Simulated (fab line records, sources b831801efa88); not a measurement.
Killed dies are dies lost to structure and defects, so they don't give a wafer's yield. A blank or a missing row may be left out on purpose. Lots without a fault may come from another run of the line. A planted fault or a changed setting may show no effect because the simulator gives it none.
Tool commonality check | flow gf180mcu | 12 lots, 36 wafers sampled

WHY IT WAS OPENED
At GF_NWELL_TW_MEAS_11 the reading NWELL_TW is flagged on 2 of 12 lots. Wafers without a fault read 1570, standard deviation 12.
Rule: a lot is flagged when every wafer of it that has a number lies more than 4 standard deviations from that mean, or none has a number. The other lots count as sound.

lot  | measured    | on            | NWELL_TW, wafer by wafer | flag
L409 | day 3 14:25 | film_metro-04 | 1581 1582 1581           |
L411 | day 4 00:25 | film_metro-03 | 1552 1552 1546           |
L412 | day 4 06:35 | film_metro-04 | 1576 1565 1573           |
L414 | day 4 17:25 | film_metro-02 | 1584 1577 1582           |
L415 | day 4 23:29 | film_metro-03 | 1557 1550 1550           |
L418 | day 5 14:13 | film_metro-03 | 1560 1556 1563           |
L420 | day 6 01:39 | film_metro-02 | 1562 1574 1567           |
L424 | day 6 23:52 | film_metro-02 | 1576 1578 1578           |
L425 | day 7 05:05 | film_metro-04 | 1574 1577 1578           |
L427 | day 7 15:15 | film_metro-03 | 1739 1739 1740           | FLAGGED
L429 | day 8 03:54 | film_metro-04 | 1783 1772 1782           | FLAGGED
L430 | day 8 08:00 | film_metro-04 | 1585 1577 1576           |
The numbers of the flagged lots are 1759 on average: +189 against the usual, or +16 standard deviations.

WHICH TOOL RAN EACH LOT
The record holds 1 process step before the reading, out of a route of 602 steps. In each cell: the tool, then ch and the chambers that the sampled wafers went through, then the start.
lot  | flag    | GF_NWELL_IMPLANT_08
L409 |         | implanter-04 ch 0, day 3 14:02
L411 |         | implanter-01 ch 0, day 4 00:02
L412 |         | implanter-01 ch 0, day 4 06:11
L414 |         | implanter-01 ch 0, day 4 17:02
L415 |         | implanter-01 ch 0, day 4 23:05
L418 |         | implanter-01 ch 0, day 5 13:50
L420 |         | implanter-04 ch 0, day 6 01:16
L424 |         | implanter-04 ch 0, day 6 23:29
L425 |         | implanter-04 ch 0, day 7 04:41
L427 | FLAGGED | implanter-04 ch 0, day 7 14:51
L429 | FLAGGED | implanter-04 ch 0, day 8 03:30
L430 |         | implanter-03 ch 0, day 8 07:37
What these steps do:
- GF_NWELL_IMPLANT_08
- GF_NWELL_TW_MEAS_11

FLAGGED OVER TOTAL, TOOL BY TOOL (the gauges that took the reading come last)
step                | tool          | lots run | flagged | share of the flagged lots | sound lots run after its first flagged lot
GF_NWELL_IMPLANT_08 | implanter-01  | 5        | 0       | none                      | -
GF_NWELL_IMPLANT_08 | implanter-03  | 1        | 0       | none                      | -
GF_NWELL_IMPLANT_08 | implanter-04  | 6        | 2       | all                       | 0
GF_NWELL_TW_MEAS_11 | film_metro-02 | 3        | 0       | none                      | -
GF_NWELL_TW_MEAS_11 | film_metro-03 | 4        | 1       | some                      | 0
GF_NWELL_TW_MEAS_11 | film_metro-04 | 5        | 1       | some                      | 1 (L430)

WHAT THE TABLE ALLOWS
1 row of the table ran every flagged lot: implanter-04 at GF_NWELL_IMPLANT_08.
- implanter-04 at GF_NWELL_IMPLANT_08: 2 of its 6 lots flagged. Its last sound lot is L425 (day 7 04:41), its first flagged lot L427 (day 7 14:51): a fault that began between those two fits. Its own readings lie more than 4 standard deviations out on every wafer of the flagged lots: dose_ions_cm2, faraday_current_uA.
One tool is left: implanter-04 at GF_NWELL_IMPLANT_08.

WHAT THE SIMULATOR HAD PUT IN
Process parameter drift: implanter-04, from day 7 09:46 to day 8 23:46, at GF_NWELL_IMPLANT_08. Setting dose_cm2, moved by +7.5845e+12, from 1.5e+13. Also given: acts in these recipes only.
Lots struck among those shown: L427, L429. The rule above found the same.
